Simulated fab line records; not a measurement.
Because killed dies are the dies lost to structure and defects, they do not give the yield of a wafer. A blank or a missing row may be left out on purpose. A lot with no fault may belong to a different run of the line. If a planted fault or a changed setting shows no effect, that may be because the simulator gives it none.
fab line records ; flow gf180mcu
[record] lots = 12; wafers = 36; lastDay = 34
route steps=602 shown NWELL@52 VT_IMPLANT@130 POLY_GATE@167 HV_LDD@178
lots untouched by any fault: they come from a run of this same line in which no faults occurred
startH: start of the lot's first displayed wafer, in hours after the record's first day ; waitH: hours since the lot's step before ; " unchanged from the row above ; L1.1+2: a row that stands for several wafers ; - value missing, or start not given ; * or withheld: withheld ; < > ~ a bound
route shown NAME@n: NAME is a module with steps in the file, n the number in the route of the first one ; usual: mean and standard deviation over wafers with no fault ; same: alike in all rows ; chamber/n: place in a boat ; sites: the reading at each site ; _std_site: standard deviation of those values ; _edge_site: mean of outer sites minus mean of inner sites ; radiusMm: how far each site lies from the wafer's centre ; mask NAME#n: copy n ; behind: tool/chamber where the wafer was last shaped ; hold: the reason the lot was held/the length of the hold in hours/how it ended ; device: which transistor (n, p or np) failed to switch ; end of line: the same wafers' tests at the end of the route ; step lacking rows: just its recipe ; killed: not the wafer's yield, but the dies lost to structure and defects at the first sort ; map: per-die view of a wafer (x killed, . not killed, _ where there is no die)
set.NAME: the setting as run; set.NAME@STEP: as run at that earlier step ; model.NAME: the simulator's own value behind a step, which no gauge read
one table for each step of the route and one row for each wafer, over a sample of lots
services: when a tool's chamber went out of use (startH, in hours from the record's first day, below 0 if earlier), for how many hours, and the reason
[[steps]]
[step GF_NWELL_STRIP_10]
[recipe] chemistry = O2/N2; powerW = 1400; pressureMtorr = 1500; platenTempC = 250; o2FlowSccm = 3000; n2FlowSccm = 300; overashFraction = 0.5
[usual] chamberPressureMTorr = 1499.9/1.3; drypumpMotorCurrentA = 5.8/0.4; heaterPowerW = 344/34; oesProductAu = 0.723/0.0047; stripTimeToEndpointS = 37.01/0.09
lot.wafer;tool;chamber;startH;waitH;chamberPressureMTorr;drypumpMotorCurrentA;heaterPowerW;oesProductAu;rfHoursCounterH;stripTimeToEndpointS
L315.1;plasmaAsher-02;0;60.58;0.1;1498.9;5.8;293;0.726;43;36.99
L315.2;plasmaAsher-02;1;60.58;0.1;1503.4;5.5;402;0.726;43;37.09
L315.3;plasmaAsher-02;1;60.58;0.1;1500.8;5.4;402;0.725;-;37.06
L316.2;plasmaAsher-02;1;66.26;0.1;1501.2;5.5;414;0.726;43;36.86
L316.4;plasmaAsher-02;1;66.26;0.1;1500.3;5.4;394;0.717;-;36.90
L316.5;plasmaAsher-02;0;66.26;0.1;1500.9;5.8;292;0.726;-;37.01
L318.1;plasmaAsher-04;1;78.08;0.1;1502.3;6.5;333;0.721;42;36.97
L318.4;plasmaAsher-04;1;78.08;0.1;1502.7;6.5;317;0.728;-;36.96
L318.6;plasmaAsher-04;1;78.08;0.1;1499.3;6.5;328;0.721;-;36.99
L319.4;plasmaAsher-03;0;82.79;0.1;1500.7;6.0;360;0.723;-;37.00
L319.5;plasmaAsher-03;1;82.79;0.1;1499.0;5.3;349;0.725;-;37.12
L319.6;plasmaAsher-03;0;82.79;0.1;1498.7;6.0;362;0.726;-;37.18
L321.2;plasmaAsher-03;1;94.63;0.1;1501.1;5.3;350;0.718;31;37.15
L321.5;plasmaAsher-03;1;94.63;0.1;1499.6;5.3;351;0.729;-;37.20
L321.6;plasmaAsher-03;0;94.63;0.1;1500.0;5.9;353;0.721;-;37.24
L323.1;plasmaAsher-03;1;104.68;0.1;1501.5;5.3;350;0.724;32;37.05
L323.3;plasmaAsher-03;1;104.68;0.1;1501.6;5.3;356;0.716;-;37.05
L323.4;plasmaAsher-03;0;104.68;0.1;1500.4;6.0;366;0.729;-;36.96
L325.1;plasmaAsher-04;1;115.23;0.1;1501.2;6.5;325;0.721;46;37.03
L325.3;plasmaAsher-04;1;115.23;0.1;1502.7;6.5;325;0.720;-;36.97
L325.5;plasmaAsher-04;1;115.23;0.1;1500.2;6.5;326;0.712;-;37.01
L330.1;plasmaAsher-02;1;143.78;0.1;1499.4;5.5;406;0.719;51;36.84
L330.2;plasmaAsher-02;0;143.78;0.1;1497.9;5.8;295;0.727;51;36.93
L330.3;plasmaAsher-02;1;143.78;0.1;1499.4;5.4;407;0.735;-;36.88
L334.1;plasmaAsher-04;0;165.08;0.1;1500.9;5.9;322;0.724;52;36.95
L334.3;plasmaAsher-04;0;165.08;0.1;1499.2;5.9;323;0.725;-;36.81
L334.5;plasmaAsher-04;0;165.08;0.1;1498.7;5.9;329;0.724;-;36.96
L335.2;plasmaAsher-04;0;170.73;0.1;1498.6;5.8;335;0.719;53;37.11
L335.3;plasmaAsher-04;0;170.73;0.1;1499.4;5.8;330;0.722;-;37.16
L335.4;plasmaAsher-04;1;170.73;0.1;1501.0;6.6;332;0.722;-;37.03
L336.2;plasmaAsher-03;1;175.93;0.1;1498.5;5.3;349;0.728;40;37.01
L336.4;plasmaAsher-03;1;175.93;0.1;1502.3;5.3;348;0.724;-;36.98
L336.5;plasmaAsher-03;1;175.93;0.1;1499.8;5.3;345;0.722;-;37.04
L337.2;plasmaAsher-04;1;180.22;0.1;1499.0;6.5;317;0.723;53;36.93
L337.4;plasmaAsher-04;0;180.22;0.1;1501.4;5.9;323;0.723;-;36.90
L337.6;plasmaAsher-04;0;180.22;0.1;1501.4;5.9;326;0.723;-;36.95
[step GF_VT_IMPLANT_OVL_MEAS_40]
[usual] VT_IMPLANT_03_OVL = 0.2/1.8
lot.wafer;tool;chamber;startH;waitH;VT_IMPLANT_03_OVL[nm]
L315.1;overlay-02;-;162.27;0.1;1.8
L315.2;overlay-02;-;162.27;0.1;2.7
L315.3;overlay-02;-;162.27;0.1;2.5
L316.2;overlay-02;-;169.40;0.1;-1.0
L316.4;overlay-02;-;169.40;0.1;-0.7
L316.5;overlay-02;-;169.40;0.1;-0.3
L318.1;overlay-01;-;185.42;0.1;0.5
L318.4;overlay-01;-;185.42;0.1;-0.9
L318.6;overlay-01;-;185.42;0.1;1.4
L319.4;overlay-01;-;190.96;0.1;2.3
L319.5;overlay-01;-;190.96;0.1;2.4
L319.6;overlay-01;-;190.96;0.1;1.2
L321.2;overlay-01;-;204.28;0.1;-2.6
L321.5;overlay-01;-;204.28;0.1;-1.3
L321.6;overlay-01;-;204.28;0.1;-1.7
L323.1;overlay-01;-;218.15;0.1;-0.6
L323.3;overlay-01;-;218.15;0.1;0.3
L323.4;overlay-01;-;218.15;0.1;1.3
L325.1;overlay-02;-;230.47;0.1;0.3
L325.3;overlay-02;-;230.47;0.1;1.0
L325.5;overlay-02;-;230.47;0.1;2.8
L330.1;overlay-02;-;265.89;0.1;4.8
L330.2;overlay-02;-;265.89;0.1;4.3
L330.3;overlay-02;-;265.89;0.1;2.1
L334.1;overlay-01;-;291.62;0.1;0.6
L334.3;overlay-01;-;291.62;0.1;1.8
L334.5;overlay-01;-;291.62;0.1;0.4
L335.2;overlay-01;-;299.45;0.1;-1.4
L335.3;overlay-01;-;299.45;0.1;-1.6
L335.4;overlay-01;-;299.45;0.1;1.2
L336.2;overlay-01;-;307.04;0.1;-1.8
L336.4;overlay-01;-;307.04;0.1;-0.1
L336.5;overlay-01;-;307.04;0.1;-2.1
L337.2;overlay-01;-;310.13;0.1;-2.6
L337.4;overlay-01;-;310.13;0.1;-2.0
L337.6;overlay-01;-;310.13;0.1;-2.2
[step GF_POLY_GATE_CD_MEAS_10]
[recipe] targetCdNm = 280
[usual] cdNm = 279.9/1.2
lot.wafer;tool;chamber;startH;waitH;cdNm
L315.1;cdSem-02;-;201.95;0.1;281.4
L315.2;cdSem-02;-;201.95;0.1;280.2
L315.3;cdSem-02;-;201.95;0.1;280.3
L316.2;cdSem-01;-;210.47;0.1;281.7
L316.4;cdSem-01;-;210.47;0.1;280.3
L316.5;cdSem-01;-;210.47;0.1;281.0
L318.1;cdSem-01;-;225.30;0.1;279.7
L318.4;cdSem-01;-;225.30;0.1;278.3
L318.6;cdSem-01;-;225.30;0.1;279.2
L319.4;cdSem-01;-;232.45;0.1;280.0
L319.5;cdSem-01;-;232.45;0.1;279.0
L319.6;cdSem-01;-;232.45;0.1;280.0
L321.2;cdSem-02;-;248.11;0.1;279.5
L321.5;cdSem-02;-;248.11;0.1;279.5
L321.6;cdSem-02;-;248.11;0.1;280.0
L323.1;cdSem-02;-;260.40;0.1;277.4
L323.3;cdSem-02;-;260.40;0.1;278.5
L323.4;cdSem-02;-;260.40;0.1;277.7
L325.1;cdSem-01;-;275.10;0.1;279.9
L325.3;cdSem-01;-;275.10;0.1;279.7
L325.5;cdSem-01;-;275.10;0.1;278.8
L330.1;cdSem-02;-;312.99;0.1;279.7
L330.2;cdSem-02;-;312.99;0.1;278.2
L330.3;cdSem-02;-;312.99;0.1;279.6
L334.1;cdSem-01;-;340.99;0.1;279.9
L334.3;cdSem-01;-;340.99;0.1;279.4
L334.5;cdSem-01;-;340.99;0.1;280.6
L335.2;cdSem-02;-;348.07;0.1;280.5
L335.3;cdSem-02;-;348.07;0.1;280.6
L335.4;cdSem-02;-;348.07;0.1;280.6
L336.2;cdSem-02;-;354.96;0.1;281.2
L336.4;cdSem-02;-;354.96;0.1;279.6
L336.5;cdSem-02;-;354.96;0.1;280.9
L337.2;cdSem-02;-;360.41;0.1;280.6
L337.4;cdSem-02;-;360.41;0.1;279.0
L337.6;cdSem-02;-;360.41;0.1;279.7
[step GF_HV_LDD_COAT_02]
[recipe] resist = NOVOLAK; spinRpm = 3000; resistThkNm = 1000
[usual] spinSpeedRpm = 3000.0/2.1
lot.wafer;tool;chamber;startH;waitH;spinSpeedRpm
L315.1;lithoTrack-02;0;212.65;0.1;2998.9
L315.2;lithoTrack-02;0;212.65;0.1;2998.5
L315.3;lithoTrack-02;0;212.65;0.1;2999.9
L316.2;lithoTrack-01;0;220.77;0.1;3000.1
L316.4;lithoTrack-01;0;220.77;0.1;2998.3
L316.5;lithoTrack-01;0;220.77;0.1;3002.8
L318.1;lithoTrack-01;0;235.80;0.1;2998.1
L318.4;lithoTrack-01;0;235.80;0.1;2996.9
L318.6;lithoTrack-01;0;235.80;0.1;3001.1
L319.4;lithoTrack-02;0;244.73;0.1;2997.9
L319.5;lithoTrack-02;0;244.73;0.1;3000.5
L319.6;lithoTrack-02;0;244.73;0.1;2998.7
L321.2;lithoTrack-02;0;259.43;0.1;2998.1
L321.5;lithoTrack-02;0;259.43;0.1;2996.1
L321.6;lithoTrack-02;0;259.43;0.1;2999.0
L323.1;lithoTrack-01;0;272.84;0.1;3139.1
L323.3;lithoTrack-01;0;272.84;0.1;3142.0
L323.4;lithoTrack-01;0;272.84;0.1;3138.2
L325.1;lithoTrack-01;0;286.54;0.1;3138.0
L325.3;lithoTrack-01;0;286.54;0.1;3137.4
L325.5;lithoTrack-01;0;286.54;0.1;3142.7
L330.1;lithoTrack-02;0;325.60;0.1;3000.7
L330.2;lithoTrack-02;0;325.60;0.1;2998.7
L330.3;lithoTrack-02;0;325.60;0.1;2999.8
L334.1;lithoTrack-02;0;353.80;0.1;3000.4
L334.3;lithoTrack-02;0;353.80;0.1;3000.5
L334.5;lithoTrack-02;0;353.80;0.1;3001.1
L335.2;lithoTrack-01;0;360.87;0.1;3001.0
L335.3;lithoTrack-01;0;360.87;0.1;3001.7
L335.4;lithoTrack-01;0;360.87;0.1;2997.8
L336.2;lithoTrack-04;0;367.50;0.1;2998.2
L336.4;lithoTrack-04;0;367.50;0.1;2996.5
L336.5;lithoTrack-04;0;367.50;0.1;2998.1
L337.2;lithoTrack-01;0;372.72;0.1;3001.0
L337.4;lithoTrack-01;0;372.72;0.1;2998.9
L337.6;lithoTrack-01;0;372.72;0.1;3002.1
[step GF_HV_LDD_STRIP_10]
[recipe] chemistry = O2/N2; powerW = 1400; pressureMtorr = 1500; platenTempC = 250; o2FlowSccm = 3000; n2FlowSccm = 300; overashFraction = 0.5
[usual] chamberPressureMTorr = 1500/3.9; drypumpMotorCurrentA = 5.8/0.45; heaterPowerW = 319/31; oesProductAu = 0.716/0.0049; stripTimeToEndpointS = 12.64/0.038
lot.wafer;tool;chamber;startH;waitH;chamberPressureMTorr;drypumpMotorCurrentA;heaterPowerW;oesProductAu;rfHoursCounterH;stripTimeToEndpointS
L315.1;plasmaAsher-04;0;221.41;0.1;1500;5.9;332;0.718;58;12.57
L315.2;plasmaAsher-04;1;221.41;0.1;1498;6.5;316;0.715;58;12.65
L315.3;plasmaAsher-04;0;221.41;0.1;1497;5.9;333;0.710;-;12.56
L316.2;plasmaAsher-01;1;229.95;0.1;1502;5.3;326;0.717;12;12.63
L316.4;plasmaAsher-01;1;229.95;0.1;1501;5.3;326;0.710;-;12.69
L316.5;plasmaAsher-01;0;229.95;0.1;1498;6.1;272;0.713;-;12.67
L318.1;plasmaAsher-01;0;245.50;0.1;1501;6.1;278;0.708;13;12.57
L318.4;plasmaAsher-01;0;245.50;0.1;1499;6.1;274;0.714;-;12.65
L318.6;plasmaAsher-01;0;245.50;0.1;1499;6.1;267;0.722;-;12.64
L319.4;plasmaAsher-03;0;254.29;0.1;1499;6.0;366;0.713;-;12.67
L319.5;plasmaAsher-03;1;254.29;0.1;1500;5.3;351;0.715;-;12.61
L319.6;plasmaAsher-03;0;254.29;0.1;1502;6.0;359;0.708;-;12.62
L321.2;plasmaAsher-04;0;269.63;0.1;1500;5.8;325;0.716;63;12.66
L321.5;plasmaAsher-04;0;269.63;0.1;1499;5.9;325;0.714;-;12.61
L321.6;plasmaAsher-04;1;269.63;0.1;1500;6.5;320;0.713;-;12.63
L323.1;plasmaAsher-03;1;283.43;0.1;1501;5.3;351;0.710;51;12.41
L323.3;plasmaAsher-03;0;283.43;0.1;1500;6.0;357;0.719;-;12.43
L323.4;plasmaAsher-03;1;283.43;0.1;1501;5.3;349;0.713;-;12.37
L325.1;plasmaAsher-01;1;296.46;0.1;1503;5.3;329;0.719;18;12.38
L325.3;plasmaAsher-01;0;296.46;0.1;1500;6.1;268;0.722;-;12.41
L325.5;plasmaAsher-01;1;296.46;0.1;1501;5.3;323;0.728;-;12.40
L330.1;plasmaAsher-01;0;336.36;0.1;1500;6.1;274;0.715;23;12.63
L330.2;plasmaAsher-01;1;336.36;0.1;1499;5.3;330;0.727;23;12.62
L330.3;plasmaAsher-01;1;336.36;0.1;1502;5.3;324;0.725;-;12.64
L334.1;plasmaAsher-01;1;365.23;0.1;1499;5.3;326;0.707;25;12.66
L334.3;plasmaAsher-01;1;365.23;0.1;1501;5.3;320;0.718;-;12.63
L334.5;plasmaAsher-01;0;365.23;0.1;1503;6.1;269;0.712;-;12.67
L335.2;plasmaAsher-03;0;372.35;0.1;1499;5.9;351;0.721;61;12.61
L335.3;plasmaAsher-03;1;372.35;0.1;1501;5.3;348;0.713;-;12.61
L335.4;plasmaAsher-03;0;372.35;0.1;1498;6.0;360;0.722;-;12.63
L336.2;plasmaAsher-03;1;379.33;0.1;1501;5.3;344;0.707;61;12.62
L336.4;plasmaAsher-03;1;379.33;0.1;1501;5.3;350;0.719;-;12.60
L336.5;plasmaAsher-03;1;379.33;0.1;1500;5.3;343;0.721;-;12.61
L337.2;plasmaAsher-01;1;384.41;0.1;1499;5.2;323;0.727;27;12.61
L337.4;plasmaAsher-01;1;384.41;0.1;1500;5.2;325;0.714;-;12.57
L337.6;plasmaAsher-01;1;384.41;0.1;1500;5.2;332;0.716;-;12.63
[[services]]
tool;chamber;startH;hours;kind
plasmaAsher-04;-;58.75;2.8;pm
plasmaAsher-01;-;108.75;9.0;pm
plasmaAsher-01;0;108.75;9.0;ventCycle
plasmaAsher-01;1;108.75;9.0;ventCycle
plasmaAsher-01;0;117.75;-;clean
plasmaAsher-01;1;117.75;-;clean
plasmaAsher-04;-;176.37;1.9;repair
plasmaAsher-03;-;223.86;2.8;pm
lithoTrack-04;-;244.92;-;consumableReplace:filter
plasmaAsher-02;-;312.28;2.8;pm
plasmaAsher-02;-;317.66;1.6;repair
plasmaAsher-01;-;363.71;1.3;repair
[[key]]
[firstSign] step = GF_HV_LDD_COAT_02; reading = spinSpeedRpm; direction = up; sigmas = 67; usual = *; struck = *
[effect] step = GF_HV_LDD_STRIP_10; reading = stripTimeToEndpointS; direction = down; sigmas = 6.3; usual = *; struck = *
metAt GF_HV_LDD_COAT_02
struckLots L323,L325
testerLeftOut L323,L325
notActingAt GF_NWELL_STRIP_10,GF_VT_IMPLANT_OVL_MEAS_40,GF_POLY_GATE_CD_MEAS_10
onsetBetween 235.80 272.84
[fault] kind = processParameterDrift; tool = lithoTrack-01; chamber = -; onsetH = 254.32; steps = GF_HV_LDD_COAT_02; channel = spinRpm; offset = *; shape = step; endH = 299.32; actsIn = *; stated = *
// testerLeftOut: of these lots the tester's yield and bins aren't shown, on N5 and GAA mostly nor the transistor test; their killed dies are dies lost to structure and defects alone, not to doping, threshold or leakage, so they don't give the yield
